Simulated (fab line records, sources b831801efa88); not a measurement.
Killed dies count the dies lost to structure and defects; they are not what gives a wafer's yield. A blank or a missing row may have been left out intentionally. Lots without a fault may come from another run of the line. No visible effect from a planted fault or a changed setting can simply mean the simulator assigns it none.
A sampling plan put to the test | flow gf180mcu | each of the 10 faults these records tell of, on one fab line, judged from the records of the lots it struck
The line's own looks make up the plan; these are the steps of the route where a gauge or inspection reads the wafer and leaves it unchanged. A look can be judged if struck wafers have a number there and the file gives its usual mean and standard deviation on fault-free wafers. Caught: 4 or more of those standard deviations (sigma) separate the usual mean from the mean of the struck wafers at a look after the fault's first step. On the tool: the test repeated on the tool's own readings taken at the fault's steps. A different recipe on the struck wafers counts as caught too, as does a record blank only for those wafers.

## THE FAULTS, as the simulator had put them in
1. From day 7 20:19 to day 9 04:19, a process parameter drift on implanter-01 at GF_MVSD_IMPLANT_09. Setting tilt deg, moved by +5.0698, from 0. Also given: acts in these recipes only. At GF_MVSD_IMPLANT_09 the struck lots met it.
2. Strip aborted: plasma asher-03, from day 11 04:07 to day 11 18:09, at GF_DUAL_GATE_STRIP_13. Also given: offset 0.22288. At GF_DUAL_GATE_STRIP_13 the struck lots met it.
3. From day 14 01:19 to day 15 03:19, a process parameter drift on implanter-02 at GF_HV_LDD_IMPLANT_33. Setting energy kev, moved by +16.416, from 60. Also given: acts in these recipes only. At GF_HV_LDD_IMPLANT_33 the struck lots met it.
4. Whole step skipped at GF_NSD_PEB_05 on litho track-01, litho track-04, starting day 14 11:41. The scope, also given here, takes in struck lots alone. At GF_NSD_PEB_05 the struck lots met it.
5. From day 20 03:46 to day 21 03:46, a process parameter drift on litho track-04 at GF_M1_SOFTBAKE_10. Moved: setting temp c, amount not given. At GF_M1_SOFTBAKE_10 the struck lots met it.
6. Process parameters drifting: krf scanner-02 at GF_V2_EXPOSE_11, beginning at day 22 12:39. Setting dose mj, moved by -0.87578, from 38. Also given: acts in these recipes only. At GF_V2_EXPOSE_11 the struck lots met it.
7. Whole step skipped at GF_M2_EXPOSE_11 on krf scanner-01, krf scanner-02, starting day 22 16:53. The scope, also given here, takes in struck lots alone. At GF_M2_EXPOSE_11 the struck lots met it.
8. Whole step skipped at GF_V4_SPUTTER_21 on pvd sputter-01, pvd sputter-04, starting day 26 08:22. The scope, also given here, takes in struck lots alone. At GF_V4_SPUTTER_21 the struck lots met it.
9. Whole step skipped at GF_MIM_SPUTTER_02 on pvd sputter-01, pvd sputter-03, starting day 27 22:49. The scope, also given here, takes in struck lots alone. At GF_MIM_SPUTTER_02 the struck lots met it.
10. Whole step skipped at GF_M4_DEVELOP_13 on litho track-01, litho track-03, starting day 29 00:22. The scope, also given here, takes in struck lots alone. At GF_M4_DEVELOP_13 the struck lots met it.

## WHAT THE PLAN SAW
fault | on the tool itself                               | first look that catches it                   | reading, sigma | median hours from its first step to that look | hours from the fault's start to the first struck lot there | judged looks passed uncaught
1     | tilt deg +99 or beyond sigma                     | no look after it can be judged               | -              | -                                             | -                                                          | 0
2     | oes product au +30 sigma                         | not the one look that can be judged after it | -              | -                                             | -                                                          | 1
3     | beam energy keV +99 or beyond sigma              | GF_HV_LDD_RS_MEAS_53                         | HV_LDD_RS -17  | 21.9                                          | 30                                                         | 0
4     | no reading that can be judged                    | not the one look that can be judged after it | -              | -                                             | -                                                          | 1
5     | heater power total W +55 sigma                   | GF_M1_CD_MEAS_14                             | cd nm -7.5     | 11.5                                          | 28                                                         | 0
6     | exposure dose mJ cm2 -16 sigma                   | no look after it can be judged               | -              | -                                             | -                                                          | 0
7     | no reading that can be judged                    | no look after it can be judged               | -              | -                                             | -                                                          | 0
8     | the tool's record is blank for the struck wafers | no look after it can be judged               | -              | -                                             | -                                                          | 0
9     | the tool's record is blank for the struck wafers | no look after it can be judged               | -              | -                                             | -                                                          | 0
10    | the tool's record is blank for the struck wafers | no look after it can be judged               | -              | -                                             | -                                                          | 0
A dash: this means the fault isn't caught or the number doesn't appear in these records.

Caught at a look: 2 of 10. Caught on the tool: 8 of 10. By one or the other: 8 of 10.
Faults caught by the tool alone: 1, 2, 6, 8, 9, 10.
Caught by neither: faults 4, 7.

## THINNER SAMPLING
If the look that catches a fault measured only every second or every third lot, by lot number, the first struck lot would be measured this late in the worst case:
fault | struck lots at that look, in order of time | every lot | every second lot | every third lot
3     | L167, L168                                 | 30 h      | 42 h             | may miss all 2
5     | L502, L503                                 | 28 h      | 32 h             | may miss all 2
Hours: fault start to first struck lot measured. 4 sigma limit: tested on the pooled struck wafers, so a lone lot may be under it. Other struck lots may not be in these records.

## THE LONGEST TIMED WAY FROM STEP TO LOOK
For fault 3, GF_HV_LDD_IMPLANT_33 and GF_HV_LDD_RS_MEAS_53 are separated by a median of 21.9 hours. No look between them can be judged.
